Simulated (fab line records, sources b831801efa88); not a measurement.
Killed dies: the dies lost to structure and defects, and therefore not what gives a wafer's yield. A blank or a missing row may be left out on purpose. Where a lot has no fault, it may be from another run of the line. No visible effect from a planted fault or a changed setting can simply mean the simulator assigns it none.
fab line records | flow sky130
[record] lots = 5 | wafers = 15 | last_day = 49
route steps=708 shown METAL4@627 VIA4@639 PAD_OPEN@708
lots that met no fault: taken from a fault-free run of the same line
start_h: start of the lot's first displayed wafer, in hours after the record's first day | wait_h: how many hours have passed since the lot's step before this one | " repeats the value in the row above | L1.1+2: a row that stands for several wafers | - no value, or no start was given | * or withheld: withheld | < > ~ a bound
route shown NAME@n: NAME is a module with steps in the file, n the number in the route of the first one | usual: mean/standard deviation of fault-free wafers | same: alike in all rows | chamber/n: place in a boat | sites: the reading at each site | _std_site: their standard deviation | _edge_site: inner sites' mean taken away from outer sites' mean | radius_mm: how far each site lies from the wafer's centre | mask NAME#n: copy n | behind: tool/chamber where the wafer was last shaped | hold: reason for holding the lot/hours on hold/outcome of the hold | device: transistor that didn't switch, given as n, p or np | end of line: at the end of the route, the tests of the same wafers | a step given without rows: its recipe and nothing more | killed: not the wafer's yield, but the dies lost to structure and defects at the first sort | map: the dies of a wafer, with x for killed, . for not killed, _ for no die there
set.NAME: the setting as run; set.NAME@STEP: as run at that earlier step | model.NAME: the simulator's own value behind a step, which no gauge read
lots at some steps of the route; a table a step, a row a wafer
services: the hour from which a tool's chamber was out of use, counted from the record's first day as start_h (under 0 if before that day), plus the number of hours and why
[[steps]]
[step SKY_METAL4_PEB_11]
[recipe] peb_temp_c = withheld | peb_time_s = withheld | resist = KrF-thick
[step SKY_METAL4_DEVELOP_12]
[recipe] develop_time_s = 60 | resist = KrF-thick | dev_temp_c = 21
[step SKY_METAL4_CD_MEAS_13]
[recipe] target_cd_nm = 300
[usual] cd_nm = 299.4/1.3
lot.wafer | tool      | chamber | start_h | wait_h | cd_nm
L626.1    | cd_sem-02 | -       | 993.68  | -      | 299.2
L626.2    | "         | -       | "       | "      | 297.7
L626.4    | "         | -       | "       | "      | 298.6
L627.1    | cd_sem-01 | -       | 1012.43 | -      | 299.1
L627.2    | "         | -       | "       | "      | 297.8
L627.6    | "         | -       | "       | "      | 298.4
L636.2    | cd_sem-01 | -       | 1063.48 | -      | 298.2
L636.3    | "         | -       | "       | "      | 297.7
L636.6    | "         | -       | "       | "      | 298.6
L640.4    | cd_sem-02 | -       | 1080.59 | -      | 297.4
L640.5    | "         | -       | "       | "      | 297.3
L640.6    | "         | -       | "       | "      | 297.3
L642.1    | cd_sem-01 | -       | 1102.78 | -      | 298.8
L642.2    | "         | -       | "       | "      | 299.6
L642.4    | "         | -       | "       | "      | 300.3
[step SKY_METAL4_OVL_MEAS_14]
[usual] METAL4_OVL = -2/6
lot.wafer | tool       | chamber | start_h | wait_h | METAL4_OVL[nm]
L626.1    | overlay-01 | -       | 993.80  | 0.1    | 6
L626.2    | "          | -       | "       | "      | -3
L626.4    | "          | -       | "       | "      | -9
L627.1    | overlay-01 | -       | 1012.55 | 0.1    | 4
L627.2    | "          | -       | "       | "      | -3
L627.6    | "          | -       | "       | "      | -2
L636.2    | overlay-01 | -       | 1063.59 | 0.1    | 4
L636.3    | "          | -       | "       | "      | -3
L636.6    | "          | -       | "       | "      | 3
L640.4    | overlay-02 | -       | 1080.67 | 0.1    | 4
L640.5    | "          | -       | "       | "      | 13
L640.6    | "          | -       | "       | "      | 11
L642.1    | overlay-01 | -       | 1102.90 | 0.1    | -1
L642.2    | "          | -       | "       | "      | -6
L642.4    | "          | -       | "       | "      | 3
[step SKY_METAL4_DESCUM_15]
[recipe] chemistry = O2 | source_power_w = 150 | bias_power_w = 0 | pressure_mtorr = 10 | temp_c = 40 | time_s = 8
[usual] drypump_motor_current_A = 5.6/0.34 | he_backside_leak_sccm = 3.5/0.33 | oes_product_au = 0.996/0.01
lot.wafer | tool         | chamber | start_h | wait_h | drypump_motor_current_A | he_backside_leak_sccm | oes_product_au | rf_hours_counter_h
L626.1    | rie_metal-02 | 1       | 993.84  | 0.0    | 6.0                     | 3.3                   | 0.994          | 12
L626.2    | "            | 0       | "       | "      | 5.9                     | 3.6                   | 0.992          | 16
L626.4    | "            | 0       | "       | "      | 5.9                     | 3.6                   | 0.972          | -
L627.1    | rie_metal-04 | 0       | 1012.59 | 0.0    | 5.7                     | 3.5                   | 1.016          | 23
L627.2    | "            | 1       | "       | "      | 5.7                     | 3.5                   | 1.001          | 12
L627.6    | "            | 1       | "       | "      | 5.7                     | 5.6                   | 1.000          | -
L636.2    | rie_metal-04 | 1       | 1063.63 | 0.0    | 5.7                     | 3.6                   | 0.993          | -
L636.3    | "            | 1       | "       | "      | 5.7                     | 3.6                   | 0.989          | -
L636.6    | "            | 1       | "       | "      | 5.7                     | 3.5                   | 0.996          | -
L640.4    | rie_metal-01 | 1       | 1080.70 | 0.0    | 5.0                     | 3.5                   | 1.010          | -
L640.5    | "            | 1       | "       | "      | 5.0                     | 3.5                   | 0.996          | -
L640.6    | "            | 0       | "       | "      | 5.3                     | 3.1                   | 0.990          | -
L642.1    | rie_metal-01 | 1       | 1102.94 | 0.0    | 5.0                     | 3.3                   | 0.992          | 24
L642.2    | "            | 0       | "       | "      | 5.3                     | 3.1                   | 0.993          | 13
L642.4    | "            | 0       | "       | "      | 5.3                     | 3.2                   | 0.987          | -
[step SKY_METAL4_ETCH_16]
[recipe] chemistry = N2/H2 | target = BARC | ion_energy_ev = 200 | bias_w = 100 | pressure_mtorr = 30 | n2_flow_sccm = 100 | h2_flow_sccm = 200 | icp_w = 500 | stop_on = SiO2 | time_s = 88.2 | target_depth_a = 600
[usual] drypump_motor_current_A = 5.7/0.33 | he_backside_leak_sccm = 3.5/0.31 | oes_product_au = 0.626/0.005 | throttle_valve_pct = 13.205/0.0091
lot.wafer | tool         | chamber | start_h | wait_h | drypump_motor_current_A | he_backside_leak_sccm | oes_product_au | rf_hours_counter_h | throttle_valve_pct
L626.1    | rie_metal-02 | 1       | 993.87  | 0.0    | 6.0                     | 3.3                   | 0.626          | 12                 | 13.219
L626.2    | "            | 0       | "       | "      | 5.9                     | 3.4                   | 0.635          | 16                 | 13.200
L626.4    | "            | 0       | "       | "      | 5.9                     | 3.4                   | 0.622          | -                  | 13.194
L627.1    | rie_metal-04 | 0       | 1012.62 | 0.0    | 5.7                     | 3.6                   | 0.622          | 23                 | 13.209
L627.2    | "            | 1       | "       | "      | 5.7                     | 3.6                   | 0.626          | 12                 | 13.214
L627.6    | "            | 1       | "       | "      | 5.7                     | 3.6                   | 0.632          | -                  | 13.207
L636.2    | rie_metal-04 | 1       | 1063.71 | 0.1    | 5.7                     | 3.7                   | 0.630          | -                  | 13.201
L636.3    | "            | 1       | "       | "      | 5.7                     | 3.7                   | 0.620          | -                  | 13.191
L636.6    | "            | 1       | "       | "      | 5.7                     | 3.7                   | 0.622          | -                  | 13.206
L640.4    | rie_metal-01 | 1       | 1080.75 | 0.0    | 5.0                     | 3.5                   | 0.624          | -                  | 13.207
L640.5    | "            | 1       | "       | "      | 5.0                     | 3.4                   | 0.625          | -                  | 13.199
L640.6    | "            | 0       | "       | "      | 5.2                     | 3.2                   | 0.630          | -                  | 13.217
L642.1    | rie_metal-01 | 1       | 1102.97 | 0.0    | 5.0                     | 3.5                   | 0.621          | 24                 | 13.201
L642.2    | "            | 0       | "       | "      | 5.3                     | 3.1                   | 0.616          | 13                 | 13.222
L642.4    | "            | 0       | "       | "      | 5.3                     | 3.1                   | 0.635          | -                  | 13.209
[step SKY_METAL4_ETCH_17]
[recipe] target = SiO2 | stop_on = TiN | chemistry = C4F8/O2/Ar | source_w = 1500 | bias_w = 1200 | pressure_mtorr = 40 | c4f8_flow_sccm = withheld | O2_flow_sccm = 6 | Ar_flow_sccm = 300 | time_s = 3.9 | target_depth_a = 150
[usual] oes_product_au = 0.755/0.007
lot.wafer | tool        | chamber | start_h | wait_h | oes_product_au | rf_hours_counter_h
L626.1    | rie_diel-03 | 1       | 993.97  | 0.1    | 0.750          | 1
L626.2    | "           | 0       | "       | "      | 0.756          | 10
L626.4    | "           | 3       | "       | "      | 0.772          | 12
L627.1    | rie_diel-01 | 3       | 1012.72 | 0.1    | 0.748          | 19
L627.2    | "           | 2       | "       | "      | 0.751          | 27
L627.6    | "           | 2       | "       | "      | 0.755          | -
L636.2    | rie_diel-03 | 0       | 1063.88 | 0.1    | 0.744          | 12
L636.3    | "           | 3       | "       | "      | 0.743          | 14
L636.6    | "           | 1       | "       | "      | 0.751          | -
L640.4    | rie_diel-01 | 3       | 1080.82 | 0.0    | 0.757          | 21
L640.5    | "           | 1       | "       | "      | 0.750          | -
L640.6    | "           | 0       | "       | "      | 0.756          | -
L642.1    | rie_diel-01 | 1       | 1103.07 | 0.1    | 0.762          | 3
L642.2    | "           | 0       | "       | "      | 0.752          | 21
L642.4    | "           | 3       | "       | "      | 0.759          | 22
[step SKY_METAL4_METAL_ETCH_18]
[recipe] target_depth_a = 8450 | stop_on = SiO2 | over_etch_frac = 0.3 | time_s = 183.1 | chemistry = Cl2/BCl3 | resist_sidewall_deg = 88 | pressure_mtorr = 10 | icp_w = 900 | bias_w = 48.5 | Cl2_flow_sccm = 60 | bcl3_flow_sccm = 30
[step SKY_METAL4_STRIP_19]
[recipe] chemistry = O2/N2 | power_w = 1400 | pressure_mtorr = 1500 | platen_temp_c = withheld | o2_flow_sccm = 3000 | n2_flow_sccm = 300 | overash_fraction = 0.5
[usual] drypump_motor_current_A = 5.5/0.52 | oes_product_au = 0.505/0.0053 | strip_time_to_endpoint_s = 6.59/0.079
lot.wafer | tool            | chamber | start_h | wait_h | drypump_motor_current_A | oes_product_au | rf_hours_counter_h | strip_time_to_endpoint_s
L626.1    | plasma_asher-04 | 1       | 994.16  | 0.1    | 6.0                     | 0.499          | 120                | 6.49
L626.2    | "               | 0       | "       | "      | 5.6                     | 0.495          | 120                | 6.38
L626.4    | "               | 0       | "       | "      | 5.6                     | 0.493          | -                  | 6.48
L627.1    | plasma_asher-01 | 1       | 1012.91 | 0.1    | 4.8                     | 0.511          | 90                 | 6.62
L627.2    | "               | 0       | "       | "      | 5.0                     | 0.505          | 90                 | 6.54
L627.6    | "               | 1       | "       | "      | 4.8                     | 0.505          | -                  | 6.58
L636.2    | plasma_asher-01 | 0       | 1064.07 | 0.1    | 5.0                     | 0.493          | 96                 | 6.54
L636.3    | "               | 1       | "       | "      | 4.8                     | 0.498          | -                  | 6.60
L636.6    | "               | 1       | "       | "      | 4.8                     | 0.502          | -                  | 6.57
L640.4    | plasma_asher-04 | 0       | 1081.34 | 0.2    | 5.6                     | 0.506          | -                  | 6.57
L640.5    | "               | 1       | "       | "      | 6.0                     | 0.502          | -                  | 6.55
L640.6    | "               | 0       | "       | "      | 5.6                     | 0.505          | -                  | 6.58
L642.1    | plasma_asher-01 | 1       | 1103.26 | 0.1    | 4.8                     | 0.500          | 99                 | 6.59
L642.2    | "               | 0       | "       | "      | 5.0                     | 0.509          | 99                 | 6.49
L642.4    | "               | 0       | "       | "      | 5.0                     | 0.504          | -                  | 6.58
[step SKY_METAL4_STRIP_20]
[recipe] chemistry = post_etch_residue_remover | time_s = 1200 | temp_c = 72.5
[step SKY_METAL4_CLEAN_21]
[recipe] chemistry = IPA | time_s = 180 | temp_c = 25
[step SKY_METAL4_CLEAN_22]
[recipe] chemistry = O3/DIW | dry = n2_spin
[step SKY_VIA4_HDPCVD_00]
[recipe] material = SiO2 | target_thk_nm = 1750 | sigma_open_frac = 0.3 | time_s = 291.7 | temp_c = 400 | sih4_flow_sccm = 60 | pressure_mtorr = 6
[usual] run_length_s = 319.6/0.51
lot.wafer | tool      | chamber | start_h | wait_h | run_length_s | model.SiO2_of_VIA4_HDPCVD_00.thk_nm
L626.1    | hdpcvd-02 | 0       | 994.75  | 0.0    | 320.3        | 1737
L626.2    | "         | 2       | "       | "      | 319.3        | 1734
L626.4    | "         | 2       | "       | "      | 319.3        | 1743
L627.1    | hdpcvd-02 | 2       | 1013.54 | 0.0    | 319.2        | 1757
L627.2    | "         | 1       | "       | "      | 320.1        | 1778
L627.6    | "         | 0       | "       | "      | 320.1        | 1754
L636.2    | hdpcvd-02 | 2       | 1068.43 | 3.8    | 319.4        | 1736
L636.3    | "         | 0       | "       | "      | 357.7        | 1980
L636.6    | "         | 1       | "       | "      | 320.1        | 1769
L640.4    | hdpcvd-01 | 0       | 1081.99 | 0.1    | 318.5        | 1763
L640.5    | "         | 1       | "       | "      | 319.1        | 1749
L640.6    | "         | 2       | "       | "      | 319.7        | 1758
L642.1    | hdpcvd-01 | 1       | 1103.86 | 0.0    | 319.1        | 1738
L642.2    | "         | 0       | "       | "      | 319.1        | 1778
L642.4    | "         | 0       | "       | "      | 318.6        | 1767
[step SKY_VIA4_THK_MEAS_01]
[recipe] reads = SiO2_of_VIA4_HDPCVD_00
[usual] VIA4_HDPCVD_THK = 1756/16
lot.wafer | tool          | chamber | start_h | wait_h | VIA4_HDPCVD_THK[nm]
L626.1    | film_metro-01 | -       | 994.93  | 0.1    | 1738
L626.2    | "             | -       | "       | "      | 1735
L626.4    | "             | -       | "       | "      | 1742
L627.1    | film_metro-01 | -       | 1013.72 | 0.1    | 1757
L627.2    | "             | -       | "       | "      | 1779
L627.6    | "             | -       | "       | "      | 1754
L636.2    | film_metro-02 | -       | 1068.62 | 0.1    | 1739
L636.3    | "             | -       | "       | "      | 1978
L636.6    | "             | -       | "       | "      | 1768
L640.4    | film_metro-03 | -       | 1082.11 | 0.0    | 1762
L640.5    | "             | -       | "       | "      | 1750
L640.6    | "             | -       | "       | "      | 1760
L642.1    | film_metro-03 | -       | 1104.03 | 0.1    | 1738
L642.2    | "             | -       | "       | "      | 1777
L642.4    | "             | -       | "       | "      | 1767
[step SKY_VIA4_CMP_02]
[recipe] material = SiO2 | down_force_psi = 4 | platen_rpm = 60 | pad_velocity_m_s = 0.94248
[usual] motor_current_A = 12.5/1.4
lot.wafer | tool   | chamber | start_h | wait_h | motor_current_A
L626.1    | cmp-01 | 0       | 995.04  | 0.1    | 13.6
L626.4    | "      | 1       | "       | "      | 9.4
L626.2    | "      | 2       | "       | "      | 13.4
L627.1    | cmp-02 | 0       | 1013.78 | 0.1    | 12.7
L627.2    | "      | 1       | "       | "      | 13.3
L627.6    | "      | 1       | "       | "      | 13.2
L636.2    | cmp-02 | 0       | 1068.74 | 0.1    | 11.8
L636.3    | "      | 3       | "       | "      | 14.0
L636.6    | "      | 1       | "       | "      | 13.1
L640.4    | cmp-02 | 1       | 1082.14 | 0.0    | 13.3
L640.5    | "      | 1       | "       | "      | 13.0
L640.6    | "      | 2       | "       | "      | 12.9
L642.4    | cmp-01 | 3       | 1104.14 | 0.1    | 11.4
L642.1    | "      | 0       | "       | "      | 13.3
L642.2    | "      | 1       | "       | "      | 8.9
[step SKY_PAD_OPEN_PROBE_99]
[usual] defect_limited_yield = 82.8/2.1 | killed_at_M0_to_M3 = 43/7.7 | killed_at_M4_up = 3.1/1.7 | killed_at_contacts = 23/4.8 | killed_at_front_end = 15/4.5 | killed_at_other = 0.3/0.58 | killed_dies = 85/10 | killed_open = 46/7.5 | killed_short = 38/6.5 | sort_bin_3_pad_short = 0.8/0.38 | sort_bin_5_function = 10.3/1.7 | sort_bin_6_memory = 6.1/1.1 | sort_n_pass = 407/10 | sort_yield_pct = 82.8/2.1
[same] gross_dies = 492 | killed_at_back_side = 0 | sort_bin_4_leakage[%] = 0 | sort_bin_8_speed[%] = 0
lot.wafer | tool      | chamber | start_h | wait_h | defect_limited_yield[%] | killed_at_M0_to_M3 | killed_at_M4_up | killed_at_contacts | killed_at_front_end | killed_at_other | killed_dies | killed_open | killed_short | sort_bin_3_pad_short[%] | sort_bin_5_function[%] | sort_bin_6_memory[%] | sort_n_pass | sort_yield_pct[%]
L636.2    | prober-02 | -       | 1152.47 | 0.1    | 82.1                    | 48                 | 0               | 22                 | 17                  | 1               | 88          | 53          | 35           | 1.0                     | 11.0                   | 5.9                  | 404         | 82.1
L636.3    | prober-02 | -       | 1152.52 | 0.2    | 80.9                    | 40                 | 4               | 29                 | 21                  | 0               | 94          | 54          | 40           | 0.6                     | 11.6                   | 6.9                  | 398         | 80.9
L636.6    | prober-02 | -       | 1152.67 | 0.2    | 82.5                    | 42                 | 3               | 23                 | 17                  | 1               | 86          | 51          | 33           | 0.2                     | 11.2                   | 6.1                  | 406         | 82.5
// killed by level:class
L636.2 VIA1:geometric_particle:open=14 CONTACT:geometric_particle:open=8 VIA3:geometric_particle:open=7 METAL2:geometric_particle:short=6 POLY_GATE:geometric_particle:short=5 CONTACT:geometric_particle:short=5 VIA1:geometric_particle:short=5 VIA2:geometric_particle:open=5
L636.3 LI_CONTACT:geometric_particle:open=11 CONTACT:geometric_particle:open=10 VIA3:geometric_particle:open=7 METAL1:geometric_particle:short=6 POLY_GATE:geometric_particle:short=6 VIA1:geometric_particle:open=6 FIELD_ISO:geometric_particle:open=5 POLY_GATE:geometric_particle:open=5
L636.6 VIA1:geometric_particle:open=12 LI_CONTACT:geometric_particle:open=8 VIA3:geometric_particle:open=8 VIA2:geometric_particle:open=7 POLY_GATE:geometric_particle:open=6 CONTACT:geometric_particle:open=6 LI_CONTACT:geometric_particle:short=4 CONTACT:geometric_particle:short=4
[[services]]
tool            | chamber | start_h | hours | kind
cmp-01          | -       | 984.11  | 5.5   | repair
rie_metal-01    | -       | 990.47  | 0.1   | repair
rie_diel-01     | 1       | 992.92  | -     | clean
cmp-02          | -       | 994.94  | 0.5   | repair
rie_metal-04    | 0       | 1001.31 | 3.9   | repair
rie_diel-03     | -       | 1002.20 | 2.8   | pm
plasma_asher-01 | -       | 1004.45 | 1.8   | repair
rie_diel-03     | 1       | 1008.56 | 5.7   | repair
cmp-01          | -       | 1012.44 | 4.8   | pm
hdpcvd-01       | 2       | 1021.10 | 5.5   | repair
cmp-02          | -       | 1025.75 | 2.5   | repair
hdpcvd-02       | -       | 1040.29 | 28.0  | repair
rie_diel-01     | 0       | 1047.13 | 11.6  | repair
rie_diel-03     | 3       | 1053.23 | 6.1   | repair
plasma_asher-04 | -       | 1055.25 | 9.0   | pm
rie_metal-04    | 0       | 1061.22 | -     | clean
rie_metal-04    | 0       | 1061.22 | 20.0  | scheduled_down
rie_metal-04    | 0       | 1061.22 | 20.0  | vent_cycle
cmp-02          | -       | 1063.35 | 1.0   | repair
hdpcvd-01       | -       | 1064.11 | 9.8   | repair
hdpcvd-02       | -       | 1073.95 | 2.8   | pm
rie_diel-03     | 1       | 1081.83 | 3.0   | repair
cmp-01          | -       | 1084.26 | 4.0   | pm
rie_metal-02    | 1       | 1088.59 | 1.1   | repair
[[key]]
[first_sign] step = SKY_VIA4_HDPCVD_00 | reading = run_length_s | direction = up | sigmas = 76 | usual = * | struck = *
[effect] step = SKY_VIA4_THK_MEAS_01 | reading = VIA4_HDPCVD_THK | direction = up | sigmas = 14 | usual = 1756 | struck = 1978
[model_effect] step = SKY_VIA4_HDPCVD_00 | value = SiO2_of_VIA4_HDPCVD_00.thk_nm | without = 1753 | struck = 1980
met_at SKY_VIA4_HDPCVD_00
struck_wafers L636.3
onset_between 1013.54 1068.43
[fault] kind = process_parameter_drift | tool = hdpcvd-02 | chamber = 0 | onset_h = 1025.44 | steps = SKY_VIA4_HDPCVD_00 | channel = time_s | offset = * | shape = step | end_h = 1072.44 | acts_in = * | stated = *
